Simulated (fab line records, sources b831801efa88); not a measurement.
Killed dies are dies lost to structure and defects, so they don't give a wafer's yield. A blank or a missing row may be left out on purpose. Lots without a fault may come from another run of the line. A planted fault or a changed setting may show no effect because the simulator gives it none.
fab line records | flow sky130 | part 1 of 2: steps 1 to 24 of 33
record lots=5 wafers=15 last_day=49
route steps=708 shown LOCAL_INTERCONNECT@395 CONTACT@406
lots that met no fault: from a run of the same line without faults
start_h: hours from the record's first day to the start of the lot's first wafer shown | wait_h: hours since the lot's step before | " the same as in the row above | L1.1+2: a row that stands for several wafers | - no value, or no start given | * or withheld: withheld | < > ~ a bound
route shown NAME@n: a module of which the file shows steps, and the number in the route of the first | usual: mean/standard deviation of fault-free wafers | same: alike in all rows | chamber/n: place in a boat | sites: the reading at each site | _std_site: their standard deviation | _edge_site: outer sites' mean less inner sites' | radius_mm: how far each site lies from the wafer's centre | mask NAME#n: copy n | behind: the tool/chamber that last shaped the wafer | hold: why the lot was held/for how many hours/how that ended | device: the transistor (n, p or np) that didn't switch | end of line: the same wafers' tests at the end of the route | a step without rows: its recipe alone | killed: dies lost to structure and defects at the first sort, not the wafer's yield | map: a wafer's dies, x killed, . not, _ none there
set.NAME: the setting as run; set.NAME@STEP: as run at that earlier step | model.NAME: the simulator's own value behind a step, which no gauge read
lots at some steps of the route; a table a step, a row a wafer
services: from which hour (start_h, from the record's first day; less than 0 if before it) a tool's chamber was out of use, for how many hours, and why
## steps
# step SKY_LOCAL_INTERCONNECT_EXPOSE_08
# recipe mask_id=LI1M na=0.8 source_shape=annular sigma_inner=0.55 sigma_outer=0.85 target_cd_nm=170 dose_mj=28
# usual exposure_dose_mJ_cm2=28.20/0.19 stage_vel_mm_s=499.98/0.22
# same na=0.8 sigma_inner=0.55
# columns lot.wafer tool chamber start_h wait_h mask exposure_dose_mJ_cm2 stage_vel_mm_s
L082.3 krf_scanner-01 0 - - LI1M#0 28.27 499.68
L082.5 " 0 " " LI1M#0 28.31 499.99
L082.6 " 0 " " LI1M#0 28.34 499.99
L087.1 krf_scanner-01 0 - - LI1M#0 28.37 499.99
L087.3 " 0 " " LI1M#0 28.34 500.26
L087.4 " 0 " " LI1M#0 28.38 500.13
L088.2 krf_scanner-01 0 - - LI1M#0 28.35 499.92
L088.3 " 0 " " LI1M#0 28.32 500.18
L088.4 " 0 " " LI1M#0 28.36 500.20
L093.2 krf_scanner-02 0 - - LI1M#0 27.95 499.96
L093.5 " 0 " " LI1M#0 27.94 499.92
L093.6 " 0 " " LI1M#0 27.88 500.19
L094.1 krf_scanner-02 0 - - LI1M#0 27.91 499.91
L094.3 " 0 " " LI1M#0 27.89 499.41
L094.6 " 0 " " LI1M#0 27.98 499.83
# step SKY_LOCAL_INTERCONNECT_PEB_09
# recipe peb_temp_c=withheld peb_time_s=withheld resist=KrF-thick
# usual chill_plate_temp_C=*
# columns lot.wafer tool chamber start_h wait_h chill_plate_temp_C
L082.3 litho_track-01 0 - - *
L082.5 " 0 " " *
L082.6 " 0 " " *
L087.1 litho_track-01 0 - - *
L087.3 " 0 " " *
L087.4 " 0 " " *
L088.2 litho_track-01 0 - - *
L088.3 " 0 " " *
L088.4 " 0 " " *
L093.2 litho_track-02 0 - - *
L093.5 " 0 " " *
L093.6 " 0 " " *
L094.1 litho_track-03 0 - - *
L094.3 " 0 " " *
L094.6 " 0 " " *
# step SKY_LOCAL_INTERCONNECT_DEVELOP_10
# recipe develop_time_s=60 resist=KrF-thick dev_temp_c=21
# usual chill_plate_temp_C=23.00/0.11 developer_temp_C=20.99/0.091
# columns lot.wafer tool chamber start_h wait_h chill_plate_temp_C developer_temp_C
L082.3 litho_track-01 0 - - 23.07 21.10
L082.5 " 0 " " 22.93 20.98
L082.6 " 0 " " 23.06 21.03
L087.1 litho_track-01 0 - - 23.23 20.93
L087.3 " 0 " " 23.08 20.85
L087.4 " 0 " " 23.08 21.11
L088.2 litho_track-01 0 - - 22.77 21.18
L088.3 " 0 " " 22.89 21.06
L088.4 " 0 " " 22.79 21.07
L093.2 litho_track-02 0 - - 22.96 21.05
L093.5 " 0 " " 22.78 21.10
L093.6 " 0 " " 22.94 20.91
L094.1 litho_track-03 0 - - 23.11 21.04
L094.3 " 0 " " 22.96 21.17
L094.6 " 0 " " 23.25 21.02
# step SKY_LOCAL_INTERCONNECT_CD_MEAS_11
# recipe target_cd_nm=170
# usual cd_nm=169.5/1.6
# columns lot.wafer tool chamber start_h wait_h cd_nm
L082.3 cd_sem-02 - 769.41 - 168.5
L082.5 " - " " 166.4
L082.6 " - " " 165.1
L087.1 cd_sem-02 - 809.46 - 169.0
L087.3 " - " " 169.1
L087.4 " - " " 169.1
L088.2 cd_sem-02 - 812.45 - 170.3
L088.3 " - " " 170.3
L088.4 " - " " 168.3
L093.2 cd_sem-02 - 854.53 - 168.3
L093.5 " - " " 167.7
L093.6 " - " " 168.6
L094.1 cd_sem-02 - 858.38 - 170.7
L094.3 " - " " 169.2
L094.6 " - " " 171.3
# step SKY_LOCAL_INTERCONNECT_OVL_MEAS_12
# usual LOCAL_INTERCONNECT_OVL=-5/5.9
# columns lot.wafer tool chamber start_h wait_h LOCAL_INTERCONNECT_OVL[nm]
L082.3 overlay-02 - 769.50 0.1 -23
L082.5 " - " " -14
L082.6 " - " " -14
L087.1 overlay-02 - 809.58 0.1 -9
L087.3 " - " " -6
L087.4 " - " " -9
L088.2 overlay-02 - 812.56 0.1 0
L088.3 " - " " 5
L088.4 " - " " 2
L093.2 overlay-02 - 854.64 0.1 3
L093.5 " - " " -10
L093.6 " - " " -3
L094.1 overlay-01 - 858.50 0.1 7
L094.3 " - " " 9
L094.6 " - " " 2
# step SKY_LOCAL_INTERCONNECT_ETCH_13
# recipe chemistry=N2/H2 target=BARC ion_energy_ev=200 bias_w=100 pressure_mtorr=30 n2_flow_sccm=100 h2_flow_sccm=200 icp_w=500 stop_on=SiO2 time_s=45.9 target_depth_a=600
# usual drypump_motor_current_A=5.7/0.41 oes_product_au=0.855/0.0047 throttle_valve_pct=13.226/0.0084
# columns lot.wafer tool chamber start_h wait_h drypump_motor_current_A oes_product_au rf_hours_counter_h throttle_valve_pct
L082.3 rie_metal-02 1 769.55 0.0 5.7 0.854 - 13.228
L082.5 " 1 " " 5.8 0.851 - 13.227
L082.6 " 0 " " 5.0 0.859 - 13.217
L087.1 rie_metal-03 0 809.61 0.0 6.2 0.858 6 13.225
L087.3 " 0 " " 6.2 0.852 - 13.239
L087.4 " 1 " " 5.5 0.855 - 13.214
L088.2 rie_metal-03 1 812.59 0.0 5.5 0.854 13 13.224
L088.3 " 0 " " 6.2 0.862 - 13.214
L088.4 " 1 " " 5.5 0.859 - 13.234
L093.2 rie_metal-02 1 854.67 0.0 5.8 0.843 15 13.211
L093.5 " 0 " " 5.0 0.858 - 13.231
L093.6 " 1 " " 5.8 0.848 - 13.228
L094.1 rie_metal-03 0 858.53 0.0 6.2 0.851 7 13.223
L094.3 " 0 " " 6.3 0.851 - 13.227
L094.6 " 1 " " 5.5 0.857 - 13.218
# step SKY_LOCAL_INTERCONNECT_METAL_ETCH_14
# recipe target_depth_nm=110 stop_on=PSG chemistry=Cl2/BCl3 target=TiN resist_sidewall_deg=88 pressure_mtorr=10 icp_w=900 bias_w=48.5 Cl2_flow_sccm=60 bcl3_flow_sccm=30 time_s=31.4
# usual bcl3_flow_sccm=29.98/0.089 drypump_motor_current_A=5.6/0.41 oes_product_au=0.942/0.0082 throttle_valve_pct=21.900/0.01
# columns lot.wafer tool chamber start_h wait_h bcl3_flow_sccm drypump_motor_current_A oes_product_au rf_hours_counter_h throttle_valve_pct
L082.3 rie_metal-02 1 769.61 0.0 30.00 5.8 0.952 - 21.896
L082.5 " 1 " " 29.95 5.8 0.950 - 21.907
L082.6 " 0 " " 30.03 5.0 0.956 - 21.895
L087.1 rie_metal-03 0 809.68 0.0 30.05 6.2 0.935 6 21.909
L087.3 " 0 " " 30.06 6.2 0.944 - 21.914
L087.4 " 1 " " 30.01 5.5 0.941 - 21.900
L088.2 rie_metal-03 1 812.65 0.0 29.98 5.5 0.947 13 21.901
L088.3 " 0 " " 29.83 6.2 0.944 - 21.880
L088.4 " 1 " " 29.99 5.5 0.936 - 21.917
L093.2 rie_metal-02 1 854.73 0.0 30.11 5.8 0.940 15 21.894
L093.5 " 0 " " 30.02 5.0 0.952 - 21.908
L093.6 " 1 " " 30.08 5.8 0.945 - 21.911
L094.1 rie_metal-03 0 858.60 0.0 29.98 6.2 0.932 7 21.896
L094.3 " 0 " " 29.99 6.3 0.926 - 21.907
L094.6 " 1 " " 30.06 5.5 0.932 - 21.900
# step SKY_LOCAL_INTERCONNECT_STRIP_15
# recipe chemistry=O2/N2 power_w=1400 pressure_mtorr=1500 platen_temp_c=withheld o2_flow_sccm=3000 n2_flow_sccm=300 overash_fraction=0.5
# usual drypump_motor_current_A=5.9/0.31 oes_product_au=0.426/0.0041 strip_time_to_endpoint_s=4.690/0.019
# same overash_fraction=0.5
# columns lot.wafer tool chamber start_h wait_h drypump_motor_current_A oes_product_au rf_hours_counter_h strip_time_to_endpoint_s
L082.3 plasma_asher-02 1 769.67 0.1 6.0 0.429 - 4.702
L082.5 " 0 " " 6.0 0.429 - 4.697
L082.6 " 1 " " 6.0 0.430 - 4.689
L087.1 plasma_asher-01 0 809.73 0.0 6.1 0.423 71 4.696
L087.3 " 0 " " 6.1 0.420 - 4.721
L087.4 " 1 " " 5.4 0.432 - 4.694
L088.2 plasma_asher-03 0 812.70 0.0 6.3 0.422 89 4.654
L088.3 " 0 " " 6.3 0.425 - 4.701
L088.4 " 1 " " 5.8 0.429 - 4.641
L093.2 plasma_asher-03 1 854.78 0.0 5.8 0.423 94 4.694
L093.5 " 1 " " 5.8 0.425 - 4.681
L093.6 " 0 " " 6.3 0.430 - 4.686
L094.1 plasma_asher-01 0 858.65 0.0 6.1 0.425 72 4.696
L094.3 " 0 " " 6.1 0.428 - 4.661
L094.6 " 1 " " 5.4 0.414 - 4.667
# step SKY_LOCAL_INTERCONNECT_STRIP_16
# recipe chemistry=post_etch_residue_remover time_s=1200 temp_c=72.5
# columns lot.wafer tool chamber start_h wait_h
L082.3+5+6 wet_bench-01 0 769.74 0.0
L087.1+3+4 wet_bench-04 3 809.83 0.1
L088.2+3+4 wet_bench-03 1 812.80 0.1
L093.2+5+6 wet_bench-01 3 854.88 0.1
L094.1+3+6 wet_bench-01 0 858.75 0.1
# step SKY_LOCAL_INTERCONNECT_CLEAN_17
# recipe chemistry=IPA time_s=180 temp_c=25
# columns lot.wafer tool chamber start_h wait_h
L082.3+5+6 wet_bench-03 1 770.08 0.0
L087.1+3+4 wet_bench-04 3 810.17 0.0
L088.2+3+4 wet_bench-04 1 813.14 0.0
L093.2+5+6 wet_bench-04 1 855.22 0.0
L094.1+3+6 wet_bench-01 3 859.09 0.0
# step SKY_LOCAL_INTERCONNECT_CLEAN_18
# recipe chemistry=O3/DIW dry=n2_spin
# columns lot.wafer tool chamber start_h wait_h
L082.3+5+6 wet_bench-04 2 770.15 0.0
L087.1+3+4 wet_bench-01 1 810.23 0.0
L088.2+3+4 wet_bench-03 0 813.20 0.0
L093.2+5+6 wet_bench-03 2 855.28 0.0
L094.1+3+6 wet_bench-04 2 859.15 0.0
# step SKY_CONTACT_CVD_00
# recipe material=Si3N4 target_thk_nm=75 temp_c=400 time_s=withheld rf_w=450
# usual heater_power_w=731/100
# columns lot.wafer tool chamber start_h wait_h heater_power_w
L082.3 pecvd-01 0 770.24 0.0 636
L082.5 " 2 " " 755
L082.6 " 0 " " 494
L087.1 pecvd-01 0 810.32 0.0 600
L087.3 " 2 " " 826
L087.4 " 0 " " 582
L088.2 pecvd-03 1 813.29 0.0 753
L088.3 " 0 " " 537
L088.4 " 0 " " 555
L093.2 pecvd-03 1 855.39 0.0 708
L093.5 " 1 " " 710
L093.6 " 2 " " 883
L094.1 pecvd-01 0 859.25 0.0 593
L094.3 " 2 " " 836
L094.6 " 0 " " 594
# step SKY_CONTACT_THK_MEAS_01
# recipe reads=Si3N4_of_CONTACT_CVD_00
# usual CONTACT_CVD_00_THK=74.9/0.9
# columns lot.wafer tool chamber start_h wait_h CONTACT_CVD_00_THK[nm]
L082.3 film_metro-02 - 770.29 - 76.1
L082.5 " - " " 75.5
L082.6 " - " " 77.0
L087.1 film_metro-01 - 810.35 - 74.6
L087.3 " - " " 74.3
L087.4 " - " " 76.2
L088.2 film_metro-04 - 813.34 - 74.4
L088.3 " - " " 73.8
L088.4 " - " " 75.3
L093.2 film_metro-01 - 855.44 - 75.3
L093.5 " - " " 75.1
L093.6 " - " " 76.1
L094.1 film_metro-04 - 859.28 - 75.0
L094.3 " - " " 73.5
L094.6 " - " " 76.5
# step SKY_CONTACT_HDPCVD_02
# recipe material=SiO2 target_thk_nm=565 sigma_open_frac=0.3 time_s=94.2 temp_c=600 sih4_flow_sccm=60 pressure_mtorr=6
# columns lot.wafer tool chamber start_h wait_h
L082.3+5+6 hdpcvd-01 1,0,2 770.33 0.0
L087.1+3+4 hdpcvd-02 0,2,1 810.41 0.1
L088.2+3+4 hdpcvd-02 0,2,1 813.39 0.0
L093.2+5+6 hdpcvd-02 1,2,1 855.49 0.0
L094.1+3+6 hdpcvd-01 2,1,2 859.34 0.1
# step SKY_CONTACT_THK_MEAS_03
# recipe reads=SiO2_of_CONTACT_HDPCVD_02
# usual CONTACT_HDPCVD_THK=562/6.4
# columns lot.wafer tool chamber start_h wait_h CONTACT_HDPCVD_THK[nm]
L082.3 film_metro-02 - 770.42 0.1 562
L082.5 " - " " 563
L082.6 " - " " 557
L087.1 film_metro-02 - 810.48 0.0 571
L087.3 " - " " 551
L087.4 " - " " 560
L088.2 film_metro-02 - 813.47 0.0 571
L088.3 " - " " 564
L088.4 " - " " 561
L093.2 film_metro-02 - 855.57 0.0 554
L093.5 " - " " 557
L093.6 " - " " 558
L094.1 film_metro-02 - 859.41 0.0 546
L094.3 " - " " 554
L094.6 " - " " 553
# step SKY_CONTACT_CMP_04
# recipe material=SiO2 down_force_psi=4 platen_rpm=60 pad_velocity_m_s=0.94248
# usual motor_current_A=12.0/0.56 time_to_endpoint_s=79/4.4
# columns lot.wafer tool chamber start_h wait_h motor_current_A time_to_endpoint_s
L082.3 cmp-01 2 770.61 0.2 11.3 80
L082.5 " 3 " " 12.6 79
L082.6 " 0 " " 12.4 76
L087.1 cmp-01 0 810.54 0.1 11.7 78
L087.4 " 2 " " 11.2 79
L087.3 " 3 " " 12.7 76
L088.3 cmp-02 3 813.57 0.1 11.6 82
L088.2 " 0 " " 11.6 82
L088.4 " 1 " " 11.4 81
L093.2 cmp-02 1 855.72 0.1 11.7 81
L093.6 " 3 " " 11.9 77
L093.5 " 0 " " 11.5 78
L094.1 cmp-02 1 859.57 0.1 11.6 74
L094.3 " 2 " " 11.9 76
L094.6 " 3 " " 11.9 74
# step SKY_CONTACT_BOW_MEAS_05
# recipe mode=bow
# usual CONTACT_BOW=82/7.3
# columns lot.wafer tool chamber start_h wait_h CONTACT_BOW[um]
L082.3 film_metro-02 - 770.80 0.1 95
L082.5 " - " " 94
L082.6 " - " " 100
L087.1 film_metro-02 - 810.84 0.2 84
L087.3 " - " " 76
L087.4 " - " " 75
L088.2 film_metro-02 - 813.84 0.2 86
L088.3 " - " " 83
L088.4 " - " " 76
L093.2 film_metro-02 - 855.94 0.2 74
L093.5 " - " " 72
L093.6 " - " " 78
L094.1 film_metro-04 - 859.77 0.1 92
L094.3 " - " " 74
L094.6 " - " " 79
# step SKY_CONTACT_DEHYDRATE_06
# recipe temp_c=200 time_s=60
# usual chill_plate_temp_C=23.00/0.097
# columns lot.wafer tool chamber start_h wait_h chill_plate_temp_C
L082.3 litho_track-04 0 783.14 12.3 22.89
L082.5 " 0 " " 23.08
L082.6 " 0 " " 22.99
L087.1 litho_track-01 0 823.12 12.3 23.04
L087.3 " 0 " " 23.09
L087.4 " 0 " " 23.03
L088.2 litho_track-04 0 826.96 13.1 22.97
L088.3 " 0 " " 23.14
L088.4 " 0 " " 23.00
L093.2 litho_track-04 0 867.61 11.7 23.14
L093.5 " 0 " " 23.03
L093.6 " 0 " " 23.02
L094.1 litho_track-04 0 871.69 11.9 23.12
L094.3 " 0 " " 23.12
L094.6 " 0 " " 22.99
# step SKY_CONTACT_HMDS_07
# recipe prime_time_s=60 prime_temp_c=120
# usual chill_plate_temp_C=23.01/0.096 prime_temp_c=120.00/0.13
# columns lot.wafer tool chamber start_h wait_h chill_plate_temp_C prime_temp_c
L082.3 litho_track-04 0 783.29 0.1 23.08 119.99
L082.5 " 0 " " 22.93 119.89
L082.6 " 0 " " 22.90 119.76
L087.1 litho_track-01 0 823.27 0.1 23.06 119.95
L087.3 " 0 " " 22.92 119.91
L087.4 " 0 " " 23.08 119.98
L088.2 litho_track-04 0 827.11 0.1 22.90 119.96
L088.3 " 0 " " 23.02 120.04
L088.4 " 0 " " 23.15 119.95
L093.2 litho_track-04 0 867.76 0.1 23.09 119.92
L093.5 " 0 " " 23.08 119.99
L093.6 " 0 " " 22.88 119.98
L094.1 litho_track-04 0 871.84 0.1 23.02 120.04
L094.3 " 0 " " 23.06 120.03
L094.6 " 0 " " 23.12 120.19
# step SKY_CONTACT_COAT_08
# recipe resist=BARC temp_c=withheld time_s=withheld spin_rpm=3000 resist_thk_nm=60
# usual chill_plate_temp_C=*
# columns lot.wafer tool chamber start_h wait_h chill_plate_temp_C
L082.3 litho_track-04 0 783.44 0.1 *
L082.5 " 0 " " *
L082.6 " 0 " " *
L087.1 litho_track-01 0 823.42 0.1 *
L087.3 " 0 " " *
L087.4 " 0 " " *
L088.2 litho_track-04 0 827.26 0.1 *
L088.3 " 0 " " *
L088.4 " 0 " " *
L093.2 litho_track-04 0 867.91 0.1 *
L093.5 " 0 " " *
L093.6 " 0 " " *
L094.1 litho_track-04 0 871.99 0.1 *
L094.3 " 0 " " *
L094.6 " 0 " " *
# step SKY_CONTACT_COAT_09
# recipe resist=KrF-thick spin_rpm=3000 resist_thk_nm=450
# usual chill_plate_temp_C=23.03/0.12
# columns lot.wafer tool chamber start_h wait_h chill_plate_temp_C
L082.3 litho_track-04 0 - - 23.15
L082.5 " 0 " " 22.99
L082.6 " 0 " " 22.88
L087.1 litho_track-01 0 - - 22.90
L087.3 " 0 " " 22.89
L087.4 " 0 " " 23.05
L088.2 litho_track-04 0 - - 23.14
L088.3 " 0 " " 23.27
L088.4 " 0 " " 23.27
L093.2 litho_track-04 0 - - 23.17
L093.5 " 0 " " 23.10
L093.6 " 0 " " 22.91
L094.1 litho_track-04 0 - - 23.05
L094.3 " 0 " " 23.06
L094.6 " 0 " " 23.11
# step SKY_CONTACT_SOFTBAKE_10
# recipe temp_c=100 time_s=91.72 resist=KrF-thick
# usual chill_plate_temp_C=22.98/0.11 plate_sensor_t_centre_C=100.88/0.0091 plate_sensor_t_edge_C=100.95/0.0087
# columns lot.wafer tool chamber start_h wait_h chill_plate_temp_C plate_sensor_t_centre_C plate_sensor_t_edge_C
L082.3 litho_track-04 0 - - 22.99 100.88 100.94
L082.5 " 0 " " 22.94 100.89 100.94
L082.6 " 0 " " 23.15 100.88 100.95
L087.1 litho_track-01 0 - - 23.07 100.88 100.96
L087.3 " 0 " " 23.12 100.87 100.97
L087.4 " 0 " " 23.09 100.88 100.96
L088.2 litho_track-04 0 - - 22.90 100.89 100.95
L088.3 " 0 " " 22.95 100.87 100.95
L088.4 " 0 " " 22.74 100.89 100.94
L093.2 litho_track-04 0 - - 22.97 100.88 100.96
L093.5 " 0 " " 23.02 100.91 100.96
L093.6 " 0 " " 23.16 100.87 100.96
L094.1 litho_track-04 0 - - 23.08 100.88 100.95
L094.3 " 0 " " 23.01 100.9 100.95
L094.6 " 0 " " 22.98 100.88 100.96
# step SKY_CONTACT_EXPOSE_11
# recipe mask_id=CTM1 na=0.8 source_shape=annular sigma_inner=0.55 sigma_outer=0.85 target_cd_nm=170 dose_mj=38
# usual exposure_dose_mJ_cm2=38.32/0.24 stage_vel_mm_s=500.03/0.25
# same na=0.8 sigma_inner=0.55
# columns lot.wafer tool chamber start_h wait_h mask exposure_dose_mJ_cm2 stage_vel_mm_s
L082.3 krf_scanner-02 0 - - CTM1#0 37.89 499.51
L082.5 " 0 " " CTM1#0 37.86 500.22
L082.6 " 0 " " CTM1#0 37.88 500.25
L087.1 krf_scanner-01 0 - - CTM1#0 38.43 499.90
L087.3 " 0 " " CTM1#0 38.44 500.07
L087.4 " 0 " " CTM1#0 38.43 499.89
L088.2 krf_scanner-02 0 - - CTM1#0 37.89 499.99
L088.3 " 0 " " CTM1#0 37.89 500.05
L088.4 " 0 " " CTM1#0 37.87 500.04
L093.2 krf_scanner-01 0 - - CTM1#0 38.47 500.24
L093.5 " 0 " " CTM1#0 38.47 500.01
L093.6 " 0 " " CTM1#0 38.51 499.94
L094.1 krf_scanner-02 0 - - CTM1#0 37.98 500.18
L094.3 " 0 " " CTM1#0 37.96 500.13
L094.6 " 0 " " CTM1#0 37.95 500.14
# step SKY_CONTACT_PEB_12
# recipe peb_temp_c=withheld peb_time_s=withheld resist=KrF-thick
# usual chill_plate_temp_C=*
# columns lot.wafer tool chamber start_h wait_h chill_plate_temp_C
L082.3 litho_track-01 0 - - *
L082.5 " 0 " " *
L082.6 " 0 " " *
L087.1 litho_track-03 0 - - *
L087.3 " 0 " " *
L087.4 " 0 " " *
L088.2 litho_track-01 0 - - *
L088.3 " 0 " " *
L088.4 " 0 " " *
L093.2 litho_track-01 0 - - *
L093.5 " 0 " " *
L093.6 " 0 " " *
L094.1 litho_track-01 0 - - *
L094.3 " 0 " " *
L094.6 " 0 " " *
